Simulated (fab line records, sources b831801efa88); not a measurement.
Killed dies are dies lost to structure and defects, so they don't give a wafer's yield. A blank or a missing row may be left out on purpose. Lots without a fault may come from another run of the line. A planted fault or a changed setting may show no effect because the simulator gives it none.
A struck lot beside a sound one | flow sky130 | 18 steps out of a route of 708
Sound: wafers L127.1, L127.2, L127.4. Struck: wafers L137.2, L137.3, L137.5. The cause comes at the end.
At each step with rows: each side's tool, then ch and its chambers, then its first start. Under that, the readings that differ: sound wafers | struck wafers | difference of the means | sigmas: that difference in standard deviations of wafers without a fault.
alike: readings whose means differ by less than 2 such deviations, and words and numbers that are the same on both sides. not compared: withheld readings, readings that some wafer has no value for, bounds like >300 that may hide the same value, and numbers for which the record gives no deviation and whose values overlap.
The two part at a step that has a row with sigmas, a row that says differs or no value, or rows on one side only. Numbers that don't overlap but have no deviation are shown without sigmas and don't part them. A reading that every wafer of one side lacks parts them only if that side has two wafers or more.

first, 3 steps without rows for these wafers: SKY_VT_ADJUST_NCORE_EXPOSE_04 (exposes mask LVTN COMPLEMENT THIN, target cd 380 nm); SKY_VT_ADJUST_NCORE_PEB_05; SKY_VT_ADJUST_NCORE_DEVELOP_06 (develop time 60 s).
SKY_VT_ADJUST_NCORE_CD_MEAS_07: target cd 380 nm.
  sound on cd_sem-02, day 9 03:07; struck on cd_sem-02, day 12 06:56
  reading    | sound             | struck            | difference | sigmas
  cd_nm (nm) | 381.7 382.1 384.9 | 375.8 379.5 378.1 | -5.1       | -2
SKY_VT_ADJUST_NCORE_OVL_MEAS_08:
  sound on overlay-01, day 9 03:14; struck on overlay-01, day 12 07:02
  alike: VT_ADJUST_NCORE_OVL
then, 1 step without rows for these wafers: SKY_VT_ADJUST_NCORE_IMPLANT_09.
SKY_VT_ADJUST_NCORE_STRIP_10: strips in O2/N2.
  sound on plasma_asher-01 ch 0,1, day 9 03:25; struck on plasma_asher-01 ch 0,1, day 12 07:13
  alike: drypump_motor_current_A, oes_product_au, strip_time_to_endpoint_s
  not compared: rf_hours_counter_h
SKY_VT_ADJUST_NCORE_TW_MEAS_11:
  sound on film_metro-01, day 9 03:31; struck on film_metro-04, day 12 07:20
  alike: VT_ADJUST_NCORE_TW
then, 4 steps without rows for these wafers: SKY_VT_ADJUST_HVTR_DEHYDRATE_00 (time 60 s); SKY_VT_ADJUST_HVTR_HMDS_01 (prime time 60 s); SKY_VT_ADJUST_HVTR_COAT_02 (resist thk 1140 nm); SKY_VT_ADJUST_HVTR_SOFTBAKE_03 (time 60 s).
SKY_VT_ADJUST_HVTR_EXPOSE_04: exposes mask HVTRM, target cd 380 nm.
  sound on iline_stepper-01 ch 0, day 9 15:13; struck on iline_stepper-02 ch 0, day 12 20:47
  reading                                | sound                   | struck               | difference | sigmas
  model.VT_ADJUST_HVTR.overlay_x_nm (nm) | -0.6198 -0.6198 -0.6198 | -105.4 -105.4 -105.4 | -104.8     |
  alike: mask, exposure_dose_mJ_cm2
then, 2 steps without rows for these wafers: SKY_VT_ADJUST_HVTR_PEB_05; SKY_VT_ADJUST_HVTR_DEVELOP_06 (develop time 60 s).
SKY_VT_ADJUST_HVTR_CD_MEAS_07: target cd 380 nm.
  sound on cd_sem-02, day 10 02:16; struck on cd_sem-01, day 13 09:44
  alike: cd_nm
SKY_VT_ADJUST_HVTR_OVL_MEAS_08:
  sound on overlay-02, day 10 02:23; struck on overlay-01, day 13 10:03
  reading                 | sound        | struck               | difference | sigmas
  VT_ADJUST_HVTR_OVL (nm) | 0.7 1.5 -0.9 | -103.6 -103.3 -103.5 | -103.9     | -74
  not compared: hold
SKY_PAD_OPEN_PROBE_99:
  the record has rows for the sound wafers here (prober-02, day 47 00:26) and none for the struck ones

WHERE THEY PART
First at SKY_VT_ADJUST_NCORE_CD_MEAS_07; last, within this record, at SKY_PAD_OPEN_PROBE_99.

WHY: what the simulator had put in
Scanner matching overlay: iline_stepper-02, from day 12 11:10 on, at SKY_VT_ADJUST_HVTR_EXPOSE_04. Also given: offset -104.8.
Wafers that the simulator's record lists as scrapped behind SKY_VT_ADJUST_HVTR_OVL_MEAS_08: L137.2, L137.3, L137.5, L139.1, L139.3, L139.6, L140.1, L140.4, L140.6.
